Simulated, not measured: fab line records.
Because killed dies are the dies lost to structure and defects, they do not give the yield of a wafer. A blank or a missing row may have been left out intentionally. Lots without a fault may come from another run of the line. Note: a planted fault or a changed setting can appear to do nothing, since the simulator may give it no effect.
fab line records ; flow sky130
record: lots: 6; wafers: 18; last_day: 50
route steps=708 shown LI_CONTACT@385 LOCAL_INTERCONNECT@387 PAD_OPEN@708
lots that met no fault: from a run of the same line without faults
start_h: hours from the record's opening day to when the first of the lot's shown wafers began ; wait_h: hours since the lot's step before ; " identical to the entry in the row above ; L1.1+2: one row covering several wafers at once ; - either no value or no given start ; * or withheld: withheld ; < > ~ a bound
route shown NAME@n: names a module that has steps shown in the file, with the first one's number in the route ; usual: the fault-free wafers' mean and standard deviation ; same: alike in all rows ; chamber/n: place in a boat ; sites: the reading at each site ; _std_site: standard deviation of those values ; _edge_site: mean of outer sites minus mean of inner sites ; radius_mm: for every site, how far away it sits from the centre of the wafer ; mask NAME#n: copy n ; behind: the tool/chamber that last shaped the wafer ; hold: why the lot was held/for how many hours/how that ended ; device: transistor that didn't switch, given as n, p or np ; end of line: the tests these same wafers got at the end of their route ; a step given without rows: its recipe and nothing more ; killed: dies lost to structure and defects at the first sort, not the wafer's yield ; map: a wafer's dies, marking killed ones x, the rest . and places with no die _
set.NAME: the run value of the setting; set.NAME@STEP: its run value at that earlier step ; model.NAME: the simulator's own value behind a step, which no gauge read
certain route steps with their lots: each step a table, each wafer a row
services: a tool's chamber out of use, with start hour (start_h, from the record's first day; less than 0 if before it), hours out, and reason
== steps ==
step: SKY_LI_CONTACT_THK_MEAS_23
recipe: thk_meas_gauge: xrf; reads: W_of_LI_CONTACT_CVD_21
usual: LI_CONTACT_W_THK: 408/6.3
lot.wafer;tool;chamber;start_h;wait_h;LI_CONTACT_W_THK[nm]
L201.1;film_metro-04;-;712.70;0.1;404
L201.4;film_metro-04;-;712.70;0.1;406
L201.6;film_metro-04;-;712.70;0.1;404
L202.1;film_metro-01;-;714.61;0.1;414
L202.3;film_metro-01;-;714.61;0.1;406
L202.6;film_metro-01;-;714.61;0.1;409
L209.3;film_metro-01;-;770.08;0.1;413
L209.4;film_metro-01;-;770.08;0.1;410
L209.6;film_metro-01;-;770.08;0.1;406
L211.1;film_metro-03;-;779.31;0.1;413
L211.2;film_metro-03;-;779.31;0.1;407
L211.4;film_metro-03;-;779.31;0.1;406
L212.3;film_metro-01;-;783.93;0.1;419
L212.5;film_metro-01;-;783.93;0.1;407
L212.6;film_metro-01;-;783.93;0.1;422
L221.1;film_metro-01;-;857.53;0.1;399
L221.3;film_metro-01;-;857.53;0.1;401
L221.5;film_metro-01;-;857.53;0.1;400
step: SKY_LI_CONTACT_CMP_24
recipe: stop_on: PSG; t_overpolish_s: 20; down_force_psi: 3.5; platen_rpm: 60; target_thk_nm: 0; pad_velocity_m_s: 0.94248
usual: motor_current_A: 11.1/0.7; overpolish_run_s: 20.001/0.0088; time_to_endpoint_s: 97/4.9
lot.wafer;tool;chamber;start_h;wait_h;motor_current_A;overpolish_run_s;time_to_endpoint_s
L201.4;cmp-02;3;712.82;0.1;10.1;19.999;97
L201.1;cmp-02;0;712.82;0.1;10.6;20.005;94
L201.6;cmp-02;3;712.82;0.1;9.8;19.992;99
L202.1;cmp-02;2;714.72;0.1;10.2;20.005;107
L202.3;cmp-02;3;714.72;0.1;9.6;19.996;98
L202.6;cmp-02;1;714.72;0.1;11.7;19.993;105
L209.4;cmp-01;0;770.12;0.0;10.7;20.002;94
L209.3;cmp-01;3;770.12;0.0;10.9;20.014;99
L209.6;cmp-01;0;770.12;0.0;11.7;20.005;89
L211.4;cmp-02;2;779.37;0.0;10.9;19.996;104
L211.1;cmp-02;3;779.37;0.0;9.8;19.999;100
L211.2;cmp-02;0;779.37;0.0;10.3;20.001;93
L212.3;cmp-01;2;784.12;0.2;11.5;19.999;94
L212.6;cmp-01;3;784.12;0.2;11.8;20.014;99
L212.5;cmp-01;0;784.12;0.2;11.2;19.993;90
L221.3;cmp-01;2;857.59;0.0;10.7;19.999;95
L221.1;cmp-01;3;857.59;0.0;11.2;19.991;100
L221.5;cmp-01;2;857.59;0.0;10.6;19.995;99
step: SKY_LOCAL_INTERCONNECT_SPUTTER_00
recipe: material: TiN; target_thk_nm: 100; temp_c: 300; power_w: 6500; time_s: 83.3; chamber_pressure_pa: 0.4
usual: throttle_valve_pct: 30.2/0.88
lot.wafer;tool;chamber;start_h;wait_h;throttle_valve_pct
L201.1;pvd_sputter-04;-;713.07;0.1;30.0
L201.4;pvd_sputter-04;-;713.07;0.1;30.0
L201.6;pvd_sputter-04;-;713.07;0.1;30.4
L202.1;pvd_sputter-04;-;714.97;0.2;29.9
L202.3;pvd_sputter-04;-;714.97;0.2;30.5
L202.6;pvd_sputter-04;-;714.97;0.2;29.9
L209.3;pvd_sputter-03;-;770.42;0.1;29.9
L209.4;pvd_sputter-03;-;770.42;0.1;30.7
L209.6;pvd_sputter-03;-;770.42;0.1;30.9
L211.1;pvd_sputter-01;-;779.67;0.2;28.8
L211.2;pvd_sputter-01;-;779.67;0.2;30.7
L211.4;pvd_sputter-01;-;779.67;0.2;30.9
L212.3;pvd_sputter-03;-;784.27;0.1;30.0
L212.5;pvd_sputter-03;-;784.27;0.1;30.7
L212.6;pvd_sputter-03;-;784.27;0.1;30.0
L221.1;pvd_sputter-04;-;857.89;0.2;29.4
L221.3;pvd_sputter-04;-;857.89;0.2;30.0
L221.5;pvd_sputter-04;-;857.89;0.2;30.1
step: SKY_LOCAL_INTERCONNECT_RS_MEAS_01
recipe: thk_meas_gauge: four-point-probe; reads: TiN_of_LOCAL_INTERCONNECT_SPUTTER_00
usual: LOCAL_INTERCONNECT_TIN_RS: 14.15/0.15
lot.wafer;tool;chamber;start_h;wait_h;LOCAL_INTERCONNECT_TIN_RS[ohm/sq]
L201.1;film_metro-01;-;713.13;0.0;14.08
L201.4;film_metro-01;-;713.13;0.0;14.18
L201.6;film_metro-01;-;713.13;0.0;14.20
L202.1;film_metro-03;-;715.04;0.0;13.95
L202.3;film_metro-03;-;715.04;0.0;14.15
L202.6;film_metro-03;-;715.04;0.0;14.28
L209.3;film_metro-01;-;770.52;0.1;14.31
L209.4;film_metro-01;-;770.52;0.1;14.21
L209.6;film_metro-01;-;770.52;0.1;14.30
L211.1;film_metro-02;-;779.73;0.0;14.12
L211.2;film_metro-02;-;779.73;0.0;14.16
L211.4;film_metro-02;-;779.73;0.0;14.27
L212.3;film_metro-03;-;784.37;0.1;14.14
L212.5;film_metro-03;-;784.37;0.1;14.14
L212.6;film_metro-03;-;784.37;0.1;14.07
L221.1;film_metro-02;-;857.95;0.0;14.04
L221.3;film_metro-02;-;857.95;0.0;13.79
L221.5;film_metro-02;-;857.95;0.0;14.06
step: SKY_LOCAL_INTERCONNECT_THK_MEAS_02
recipe: thk_meas_gauge: xrf; reads: TiN_of_LOCAL_INTERCONNECT_SPUTTER_00
usual: LOCAL_INTERCONNECT_TIN_THK: 100.9/1.2
lot.wafer;tool;chamber;start_h;wait_h;LOCAL_INTERCONNECT_TIN_THK[nm]
L201.1;film_metro-01;-;713.25;0.1;100.6
L201.4;film_metro-01;-;713.25;0.1;100.3
L201.6;film_metro-01;-;713.25;0.1;100.1
L202.1;film_metro-03;-;715.16;0.1;102.3
L202.3;film_metro-03;-;715.16;0.1;101.0
L202.6;film_metro-03;-;715.16;0.1;99.9
L209.3;film_metro-01;-;770.62;0.1;99.0
L209.4;film_metro-01;-;770.62;0.1;99.3
L209.6;film_metro-01;-;770.62;0.1;98.9
L211.1;film_metro-02;-;779.85;0.1;101.7
L211.2;film_metro-02;-;779.85;0.1;100.5
L211.4;film_metro-02;-;779.85;0.1;100.1
L212.3;film_metro-03;-;784.47;0.1;101.6
L212.5;film_metro-03;-;784.47;0.1;102.0
L212.6;film_metro-03;-;784.47;0.1;102.3
L221.1;film_metro-02;-;858.07;0.1;101.2
L221.3;film_metro-02;-;858.07;0.1;103.6
L221.5;film_metro-02;-;858.07;0.1;101.8
step: SKY_LOCAL_INTERCONNECT_DEHYDRATE_03
recipe: temp_c: 200; time_s: 60
step: SKY_LOCAL_INTERCONNECT_HMDS_04
recipe: prime_time_s: 60; prime_temp_c: 120
step: SKY_LOCAL_INTERCONNECT_COAT_05
recipe: resist: BARC; temp_c: withheld; time_s: withheld; spin_rpm: 3000; resist_thk_nm: 60
step: SKY_LOCAL_INTERCONNECT_COAT_06
recipe: resist: KrF-thick; spin_rpm: 3000; resist_thk_nm: 450
step: SKY_LOCAL_INTERCONNECT_SOFTBAKE_07
recipe: temp_c: 100; time_s: 90; resist: KrF-thick
step: SKY_LOCAL_INTERCONNECT_EXPOSE_08
recipe: mask_id: LI1M; na: 0.8; source_shape: annular; sigma_inner: 0.55; sigma_outer: 0.85; target_cd_nm: 170; dose_mj: 28
step: SKY_LOCAL_INTERCONNECT_PEB_09
recipe: peb_temp_c: withheld; peb_time_s: withheld; resist: KrF-thick
step: SKY_LOCAL_INTERCONNECT_DEVELOP_10
recipe: develop_time_s: 60; resist: KrF-thick; dev_temp_c: 21
usual: developer_temp_C: 20.98/0.1
lot.wafer;tool;chamber;start_h;wait_h;developer_temp_C
L201.1;litho_track-03;0;740;-;21.00
L201.4;litho_track-03;0;740;-;20.98
L201.6;litho_track-03;0;740;-;20.97
L202.1;litho_track-01;0;742;-;20.88
L202.3;litho_track-01;0;742;-;21.22
L202.6;litho_track-01;0;743;-;21.17
L209.3;litho_track-02;0;797;-;20.85
L209.4;litho_track-02;0;797;-;20.85
L209.6;litho_track-02;0;797;-;20.77
L211.1;litho_track-03;0;806;-;21.77
L211.2;litho_track-03;0;806;-;21.88
L211.4;litho_track-03;0;806;-;21.82
L212.3;litho_track-03;0;810;-;21.78
L212.5;litho_track-03;0;810;-;21.79
L212.6;litho_track-03;0;810;-;21.77
L221.1;litho_track-02;0;884;-;21.06
L221.3;litho_track-02;0;884;-;20.98
L221.5;litho_track-02;0;884;-;20.95
step: SKY_LOCAL_INTERCONNECT_CD_MEAS_11
recipe: target_cd_nm: 170
usual: cd_nm: 170.0/1.6
lot.wafer;tool;chamber;start_h;wait_h;cd_nm
L201.1;cd_sem-01;-;740.90;-;168.3
L201.4;cd_sem-01;-;740.90;-;168.8
L201.6;cd_sem-01;-;740.90;-;169.0
L202.1;cd_sem-02;-;743.04;-;172.7
L202.3;cd_sem-02;-;743.04;-;171.1
L202.6;cd_sem-02;-;743.04;-;172.8
L209.3;cd_sem-02;-;797.30;-;169.1
L209.4;cd_sem-02;-;797.30;-;169.3
L209.6;cd_sem-02;-;797.30;-;169.9
L211.1;cd_sem-02;-;806.25;-;170.3
L211.2;cd_sem-02;-;806.25;-;171.7
L211.4;cd_sem-02;-;806.25;-;170.2
L212.3;cd_sem-02;-;810.99;-;169.3
L212.5;cd_sem-02;-;810.99;-;168.3
L212.6;cd_sem-02;-;810.99;-;169.8
L221.1;cd_sem-01;-;884.72;-;170.5
L221.3;cd_sem-01;-;884.72;-;169.0
L221.5;cd_sem-01;-;884.72;-;170.5
step: SKY_PAD_OPEN_PROBE_99
usual: killed_at_M0_to_M3: 44/6.6; killed_at_M4_up: 3.0/1.9; killed_at_contacts: 24/5.1; killed_at_front_end: 16/4.6; killed_at_other: 0.3/0.59; killed_dies: 88/9.5; killed_open: 48/6.7; killed_short: 40/6.1
same: gross_dies: 492; killed_at_back_side: 0
lot.wafer;tool;chamber;start_h;wait_h;killed_at_M0_to_M3;killed_at_M4_up;killed_at_contacts;killed_at_front_end;killed_at_other;killed_dies;killed_open;killed_short
L202.1;prober-02;-;1109.91;0.1;34;7;23;20;0;84;49;35
L202.3;prober-02;-;1110.01;0.2;37;6;20;14;0;77;37;40
L202.6;prober-02;-;1110.16;0.2;46;4;26;14;0;90;48;42
L209.3;prober-01;-;1147.12;0.2;48;1;21;19;1;90;50;40
L209.4;prober-01;-;1147.17;0.2;40;3;21;19;1;84;46;38
L209.6;prober-01;-;1147.27;0.2;36;2;26;14;1;79;44;35
L211.1;prober-01;-;1155.15;0.1;38;10;26;15;0;89;40;47
L211.2;prober-01;-;1155.20;0.1;49;3;29;15;0;96;55;41
L211.4;prober-01;-;1155.30;0.2;49;3;24;13;1;90;39;48
L221.1;prober-02;-;1205.80;0.1;26;5;25;13;0;69;38;31
L221.3;prober-02;-;1205.90;0.2;34;0;23;19;0;76;40;36
L221.5;prober-02;-;1206.00;0.2;47;5;26;17;1;96;56;40
killed by level:class
L202.1 VIA1:geometric_particle:open=12 CONTACT:geometric_particle:open=8 LI_CONTACT:geometric_particle:open=7 VIA1:geometric_particle:short=7 POLY_GATE:geometric_particle:short=5 METAL4:geometric_particle:short=5 FIELD_ISO:geometric_particle:open=4 POLY_GATE:geometric_particle:open=4
L202.3 CONTACT:geometric_particle:open=7 METAL1:geometric_particle:short=6 POLY_GATE:geometric_particle:open=5 LI_CONTACT:geometric_particle:open=5 VIA1:geometric_particle:open=5 METAL2:geometric_particle:short=5 POLY_GATE:geometric_particle:short=4 LI_CONTACT:geometric_particle:short=4
L202.6 VIA1:geometric_particle:open=13 CONTACT:geometric_particle:open=11 METAL2:geometric_particle:short=7 VIA2:geometric_particle:open=6 LOCAL_INTERCONNECT:geometric_particle:short=6 METAL1:geometric_particle:short=6 FIELD_ISO:geometric_particle:short=5 LI_CONTACT:geometric_particle:open=5
L209.3 VIA3:geometric_particle:open=11 VIA1:geometric_particle:open=8 VIA1:geometric_particle:short=7 POLY_GATE:geometric_particle:open=6 CONTACT:geometric_particle:open=6 FIELD_ISO:geometric_particle:short=5 LI_CONTACT:geometric_particle:open=5 VIA2:geometric_particle:open=5
L209.4 VIA1:geometric_particle:open=10 FIELD_ISO:geometric_particle:open=5 POLY_GATE:geometric_particle:short=5 LI_CONTACT:geometric_particle:short=5 LI_CONTACT:geometric_particle:open=5 CONTACT:geometric_particle:open=5 VIA3:geometric_particle:open=5 METAL1:geometric_particle:short=5
L209.6 LI_CONTACT:geometric_particle:open=14 CONTACT:geometric_particle:open=8 VIA1:geometric_particle:open=8 FIELD_ISO:geometric_particle:short=6 VIA1:geometric_particle:short=6 METAL1:geometric_particle:short=4 VIA2:geometric_particle:short=4 VIA3:geometric_particle:open=3
L211.1 METAL1:geometric_particle:short=8 LI_CONTACT:geometric_particle:open=8 VIA1:geometric_particle:open=8 LOCAL_INTERCONNECT:geometric_particle:short=7 METAL4:geometric_particle:short=6 CONTACT:geometric_particle:open=6 METAL2:geometric_particle:short=6 FIELD_ISO:geometric_particle:short=5
L211.2 CONTACT:geometric_particle:open=10 VIA1:geometric_particle:open=10 VIA3:geometric_particle:open=9 LOCAL_INTERCONNECT:geometric_particle:short=7 METAL2:geometric_particle:short=7 VIA2:geometric_particle:open=7 LI_CONTACT:geometric_particle:open=6 VIA2:geometric_particle:short=5
L211.4 VIA1:geometric_particle:open=11 METAL1:geometric_particle:short=9 CONTACT:geometric_particle:open=8 VIA1:geometric_particle:short=8 METAL2:geometric_particle:short=6 LI_CONTACT:geometric_particle:open=5 LOCAL_INTERCONNECT:geometric_particle:short=4 CONTACT:geometric_particle:short=4
L221.1 CONTACT:geometric_particle:open=8 METAL2:geometric_particle:short=8 LI_CONTACT:geometric_particle:open=7 FIELD_ISO:geometric_particle:open=6 LI_CONTACT:geometric_particle:short=4 VIA3:geometric_particle:open=4 VIA2:geometric_particle:open=4 VIA3:geometric_particle:short=3
L221.3 VIA1:geometric_particle:open=11 CONTACT:geometric_particle:open=9 FIELD_ISO:geometric_particle:short=8 VIA1:geometric_particle:short=8 CONTACT:geometric_particle:short=6 SPACER:geometric_particle:open=4 LOCAL_INTERCONNECT:geometric_particle:short=4 METAL2:geometric_particle:short=4
L221.5 VIA1:geometric_particle:open=11 LI_CONTACT:geometric_particle:open=10 METAL1:geometric_particle:short=8 VIA3:geometric_particle:open=8 CONTACT:geometric_particle:short=5 CONTACT:geometric_particle:open=5 VIA2:geometric_particle:open=5 POLY_GATE:geometric_particle:open=4
== services ==
tool;chamber;start_h;hours;kind
cmp-02;-;689.49;4.3;pm
cmp-02;-;697.53;2.5;repair
cmp-02;-;730.12;0.3;repair
cmp-02;-;742.86;4.2;repair
cmp-02;-;747.02;4.0;pm
cmp-01;-;751.02;5.4;pm
cmp-02;-;751.02;-;consumable_replace:conditioner
cmp-02;-;751.02;-;consumable_replace:pad
cmp-01;-;753.17;13.3;repair
cmp-02;-;753.32;1.0;repair
cmp-02;-;766.84;1.3;repair
cmp-01;-;790.56;4.5;repair
cmp-01;-;791.32;0.9;repair
cmp-01;-;792.12;0.9;repair
pvd_sputter-04;-;797.40;4.7;repair
pvd_sputter-03;-;801.02;22.6;repair
cmp-02;-;819.17;32.7;repair
cmp-01;-;851.24;1.2;repair
== key ==
first_sign: step: SKY_LOCAL_INTERCONNECT_DEVELOP_10; reading: developer_temp_C; direction: up; sigmas: 8.2; usual: *; struck: *
effect none on later readings
met_at SKY_LOCAL_INTERCONNECT_DEVELOP_10
struck_wafers L211.1,L211.2,L211.4,L212.3,L212.5,L212.6
tester_left_out L211,L212
onset_between 740 806
fault: kind: process_parameter_drift; tool: litho_track-03; chamber: -; onset_h: 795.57; steps: SKY_LOCAL_INTERCONNECT_DEVELOP_10; channel: dev_temp_c; offset: *; shape: step; end_h: 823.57; acts_in: *; stated: *
tester_left_out: of these lots the tester's yield and bins aren't shown, on N5 and GAA mostly nor the transistor test; their killed dies are dies lost to structure and defects alone, not to doping, threshold or leakage, so they don't give the yield
